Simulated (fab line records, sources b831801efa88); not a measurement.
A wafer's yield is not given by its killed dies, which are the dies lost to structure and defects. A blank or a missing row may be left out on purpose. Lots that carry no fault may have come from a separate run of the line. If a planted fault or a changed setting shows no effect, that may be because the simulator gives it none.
2 desks, one fault / flow sky130 / each desk holds nothing but its own numbers, with what lay behind them at the end

THE METROLOGY DESK
What the gauges read for every lot (on any tool): the sampled wafers with a number, averaged. The brackets show how far a lot's mean lies from the usual mean; more than 4 standard deviations puts the lot out of limits, marked OUT.
Columns: A = SPACER_CVD_00_THK at SKY_SPACER_THK_MEAS_01, usual 43.0 nm; B = SD_N_RS at SKY_SD_N_RS_MEAS_16, usual 68.86 ohm/sq; C = SD_P_RS at SKY_SD_N_RS_MEAS_17, usual 146.9 ohm/sq; D = cd_nm at SKY_LI_CONTACT_CD_MEAS_12, usual 170.1 nm
lot=L320; first seen here=day 24 07:07; A=43.0; B=68.70; C=146.3; D=167.9
lot=L322; first seen here=day 25 00:14; A=43.4; B=69.01; C=147.4; D=168.7
lot=L324; first seen here=day 25 12:06; A=42.6; B=62.72 (-41) OUT; C=117.7 (-68) OUT; D=169.3
lot=L326; first seen here=day 26 22:56; A=42.4; B=62.76 (-41) OUT; C=118.5 (-66) OUT; D=172.2
lot=L328; first seen here=day 27 04:47; A=43.5; B=62.80 (-40) OUT; C=118.2 (-67) OUT; D=168.6
lot=L332; first seen here=day 28 22:46; A=43.0; B=68.77; C=146.4; D=169.8
lot=L335; first seen here=day 29 12:56; A=42.8; B=68.69; C=146.6; D=169.0
lot=L336; first seen here=day 29 18:59; A=42.4; B=69.00; C=147.5; D=170.1
lot=L337; first seen here=day 30 02:26; A=42.7; B=69.16; C=147.5; D=173.9
lot=L338; first seen here=day 30 13:31; A=42.9; B=69.02; C=147.4; D=170.8
lot=L339; first seen here=day 30 21:07; A=43.0; B=68.88; C=147.0; D=168.2
lot=L340; first seen here=day 30 22:19; A=43.1; B=68.90; C=146.9; D=169.0
This desk's finding: out of limits on L324, L326, L328; first on L324, day 30 08:30 (SD_N_RS at SKY_SD_N_RS_MEAS_16). L320, L322, L332, L335, L336, L337, L338, L339, L340 stayed within limits.

AT THE TOOL OWNER'S DESK: rtp_anneal-01
Per lot that ran on this tool, the mean of the sampled wafers carrying a number, from the tool's own readings at SKY_SD_N_RTA_14 (time 2 s). The brackets show how far a lot's mean lies from the usual mean; more than 4 standard deviations puts the lot out of limits, marked OUT.
Columns: A = lamp_power_pct at SKY_SD_N_RTA_14, usual 15.74 %; B = wafer_temp_C_max at SKY_SD_N_RTA_14, usual 1078.0
lot=L320; first seen here=day 29 03:33; A=15.78; B=1077.4
lot=L322; first seen here=day 29 23:24; A=15.79; B=1078.3
lot=L324; first seen here=day 30 08:19; A=16.64 (+17) OUT; B=1110.3 (+22) OUT
lot=L326; first seen here=day 31 17:24; A=16.54 (+15) OUT; B=1110.5 (+22) OUT
lot=L328; first seen here=day 31 22:23; A=16.52 (+15) OUT; B=1109.5 (+21) OUT
lot=L336; first seen here=day 34 09:31; A=15.70; B=1078.2
lot=L338; first seen here=day 35 03:00; A=15.77; B=1077.9
lot=L340; first seen here=day 35 11:11; A=15.73; B=1079.9
Finding of this desk: L324, L326, L328 out of limits; the first was L324 at day 30 08:19, on lamp_power_pct at SKY_SD_N_RTA_14. L320, L322, L336, L338, L340 stayed within limits.

BROUGHT TOGETHER
An alarm could have come from the tool owner's desk at day 30 08:19, on L324, L326, L328.
Metrology desk: alarm possible at day 30 08:30 on L324, L326, L328.
SKY_SD_N_RTA_14 was run on rtp_anneal-01 by each of the lots named.

WHAT HAD BEEN PUT IN BY THE SIMULATOR
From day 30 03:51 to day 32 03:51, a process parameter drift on rtp_anneal-01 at SKY_SD_N_RTA_14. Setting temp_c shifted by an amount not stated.
Shown lots that were struck: L324, L326, L328.
Counting hours from when the fault started, the first reading out of limits came at 4 for the tool owner's desk and at 5 for the metrology desk.
